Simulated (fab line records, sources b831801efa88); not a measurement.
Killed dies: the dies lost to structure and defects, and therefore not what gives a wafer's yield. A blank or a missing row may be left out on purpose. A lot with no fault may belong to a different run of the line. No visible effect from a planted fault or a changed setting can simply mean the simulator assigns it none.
Struck lot and sound lot, side by side || flow sfq line || 42 steps out of a route of 325
Sound: these wafers, L771.2, L771.5, L771.6. Struck: wafers L778.3, L778.5 (left out: L778.6, a lot-mate that was not struck); the cause follows at the end.
For every step that has rows: the tool of each side, followed by ch and its chambers, followed by its first start. Under that, the readings that differ: sound wafers || struck wafers || difference of the means || sigmas: that difference in standard deviations of wafers without a fault.
alike: a reading whose means differ by less than 2 such deviations, as well as words and numbers matching on both sides. not compared: withheld readings; readings where some wafer has no value; bounds like >300 that might hide an equal value; numbers whose values overlap and for which the record gives no deviation.
The two part at a step that has a row with sigmas, a row that says differs or no value, or rows on one side only. When numbers do not overlap yet have no deviation, they are printed without sigmas and do not part them. A reading missing from all wafers of one side parts the sides only when that side holds two or more wafers.

first, 3 steps without rows for these wafers: SFQ_TRILAYER_I4_VIA_LITHO_EXPOSE_104 (exposes mask I4, target cd 700 nm); SFQ_TRILAYER_I4_VIA_LITHO_PEB_106 (peb time 60 s); SFQ_TRILAYER_I4_VIA_LITHO_DEVELOP_105 (time 60 s).
SFQ_I4_OVL_MEAS_928:
  struck on overlay-02, day 56 21:14; sound on overlay-02, day 49 07:34
  alike: I4_OVL
then, 8 steps without rows for these wafers: SFQ_TRILAYER_I4_VIA_BARC_OPEN_VIA_ETCH_146 (etches BARC in O2, target depth 125 nm, time 41.7 s); SFQ_TRILAYER_I4_VIA_ETCH_VIA_ETCH_106 (etches SiO2 in CHF3, stops on Nb, target depth 260 nm); SFQ_TRILAYER_I4_VIA_STRIP_STRIP_107 (strips in O2); SFQ_TRILAYER_I4_VIA_STRIP_SOLV_CLEAN_108 (cleans in NMP, time 600 s); SFQ_TRILAYER_JJ_TRILAYER_DEP_PRE_CLEAN_113 (time 22.5 s); SFQ_TRILAYER_JJ_TRILAYER_DEP_SPUTTER_109 (material Nb, target thk 150 nm, time 100 s); SFQ_TRILAYER_JJ_TRILAYER_DEP_SPUTTER_110 (material Al, target thk 8 nm, time 10 s); SFQ_TRILAYER_JJ_TRILAYER_DEP_AL_OXIDATION_111 (oxidation time 600 s).
SFQ_TRILAYER_JJ_TRILAYER_DEP_SPUTTER_112: material Nb, target thk 170 nm, time 113.3 s.
  struck on pvd sputter-04, day 57 00:42; sound on pvd sputter-04, day 49 09:41
{"reading": "model.Nb_of_TRILAYER_JJ_TRILAYER_DEP_SPUTTER_112.thk nm (nm)", "sound": "167.7 167 169.2", "struck": "79.59 80.9", "difference": -87.72, "sigmas": ""}
  alike: throttle valve pct
SFQ_JJ_RS_MEAS_929: measurement is done with a four-point probe.
  struck on film metro-04, day 57 00:49; sound on film metro-04, day 49 09:47
{"reading": "JJ_NB_RS (ohm/sq)", "sound": "1.065 1.070 1.055", "struck": "2.273 2.236", "difference": "+1.191", "sigmas": "+99 or more"}
then, 6 steps without rows for these wafers: SFQ_TRILAYER_JJ_CE_LITHO_COAT_119 (resist thk 62 nm); SFQ_TRILAYER_JJ_CE_LITHO_COAT_114 (resist thk 600 nm); SFQ_TRILAYER_JJ_CE_LITHO_SOFTBAKE_118; SFQ_TRILAYER_JJ_CE_LITHO_EXPOSE_115 (exposes mask J5, target cd 700 nm); SFQ_TRILAYER_JJ_CE_LITHO_PEB_117 (peb time 60 s); SFQ_TRILAYER_JJ_CE_LITHO_DEVELOP_116 (time 60 s).
-- the record jumps here: 5 days lie between the struck wafers' starts before and after --
SFQ_JJ_OVL_MEAS_931:
  struck on overlay-02, day 62 00:52; sound on overlay-01, day 55 03:11
  alike: J5_OVL
then, 1 step without rows for these wafers: SFQ_TRILAYER_JJ_CE_METRO_MEASURE_117.
SFQ_TRILAYER_JJ_CE_BARC_OPEN_RIE_150: chemistry O2, target BARC, target depth 240 nm, time 80 s.
  sound on rie metal-03 ch 0,1, day 55 04:25; struck on rie metal-04 ch 0,1, day 62 02:07
  alike: drypump motor current A, oes product au
  not compared: rf hours counter h
SFQ_TRILAYER_JJ_CE_ETCH_RIE_118: chemistry SF6, target Nb, stops on Al2O3, time 97.7 s, target depth 170 nm.
  sound on rie metal-03 ch 0,1, day 55 04:30; struck on rie metal-04 ch 0,1, day 62 02:13
{"reading": "oes product au (a.u.)", "sound": "0.981 0.985 0.988", "struck": "0.666 0.679", "difference": -0.312, "sigmas": -53}
  alike: drypump motor current A
  not compared: rf hours counter h
then, 1 step without rows for these wafers: SFQ_TRILAYER_JJ_ANODIZE_ANODIZE_119.
SFQ_TRILAYER_JJ_CE_STRIP_STRIP_120: strips in O2.
  sound on rie metal-04 ch 0,1, day 55 05:10; struck on rie metal-01 ch 0,1, day 62 02:59
{"reading": "oes product au (a.u.)", "sound": "1.020 0.993 1.011", "struck": "0.986 0.989", "difference": -0.020, "sigmas": -3}
  alike: drypump motor current A
  not compared: rf hours counter h
then, 7 steps without rows for these wafers: SFQ_TRILAYER_JJ_CE_STRIP_SOLV_CLEAN_121 (cleans in NMP, time 600 s); SFQ_TRILAYER_M5_LITHO_COAT_128 (resist thk 62 nm); SFQ_TRILAYER_M5_LITHO_COAT_123 (resist thk 600 nm); SFQ_TRILAYER_M5_LITHO_SOFTBAKE_127; SFQ_TRILAYER_M5_LITHO_EXPOSE_124 (exposes mask M5, target cd 700 nm); SFQ_TRILAYER_M5_LITHO_PEB_126 (peb time 60 s); SFQ_TRILAYER_M5_LITHO_DEVELOP_125 (time 60 s).
-- the record jumps here: 5 days lie between the struck wafers' starts before and after --
SFQ_M5_OVL_MEAS_932:
  struck on overlay-02, day 66 17:36; sound on overlay-01, day 60 03:32
  alike: M5_OVL
SFQ_TRILAYER_M5_BARC_OPEN_METAL_ETCH_161: etches BARC in O2, target depth 125 nm, time 41.7 s.
  sound on rie metal-04 ch 1, day 60 03:35; struck on rie metal-04 ch 1, day 66 17:39
  alike: drypump motor current A, oes product au
  not compared: rf hours counter h
SFQ_TRILAYER_M5_ETCH_METAL_ETCH_126: etches Nb in Cl2/BCl3, stops on SiO2, time 203.2 s, target depth 265 nm.
  sound on rie metal-04 ch 1, day 60 03:45; struck on rie metal-04 ch 1, day 66 17:45
  alike: drypump motor current A, oes product au
  not compared: rf hours counter h
then, 4 steps without rows for these wafers: SFQ_TRILAYER_M5_STRIP_STRIP_127 (strips in O2); SFQ_TRILAYER_M5_STRIP_SOLV_CLEAN_128 (cleans in NMP, time 600 s); SFQ_TRILAYER_A5B_DEP_PECVD_129 (deposits SiO2 from SiH4/N2O, time 133.33 s, target thk 600 nm); SFQ_TRILAYER_A5B_CMP_CMP_130 (polishes, stops on Nb, target thk 340.7 nm).
SFQ_TRILAYER_A5B_METRO_MEASURE_131:
  struck on film metro-02, day 66 22:09; sound on film metro-01, day 60 08:44
  alike: thk nm
SFQ_TRILAYER_R5_ETCH_METAL_ETCH_139: etches the open film in Cl2, stops on SiO2, target depth 60 nm, time 40 s.
  sound on rie metal-02 ch 0,1, day 65 18:35; struck on rie metal-02 ch 0,1, day 67 16:43
{"reading": "model.Nb_of_TRILAYER_JJ_TRILAYER_DEP_SPUTTER_112.thk nm (nm)", "sound": "157.7 157 159.3", "struck": "69.61 70.78", "difference": -87.81, "sigmas": ""}
  alike: drypump motor current A, oes product au
  not compared: rf hours counter h

== WHERE THEY PART ==
At SFQ_JJ_RS_MEAS_929 first; at SFQ_TRILAYER_JJ_CE_STRIP_STRIP_120 last (within this record only). Later steps at which nothing parts them and some readings are alike: SFQ_M5_OVL_MEAS_932, SFQ_TRILAYER_M5_BARC_OPEN_METAL_ETCH_161, SFQ_TRILAYER_M5_ETCH_METAL_ETCH_126, SFQ_TRILAYER_A5B_METRO_MEASURE_131, SFQ_TRILAYER_R5_ETCH_METAL_ETCH_139.

WHY: what the simulator had put in
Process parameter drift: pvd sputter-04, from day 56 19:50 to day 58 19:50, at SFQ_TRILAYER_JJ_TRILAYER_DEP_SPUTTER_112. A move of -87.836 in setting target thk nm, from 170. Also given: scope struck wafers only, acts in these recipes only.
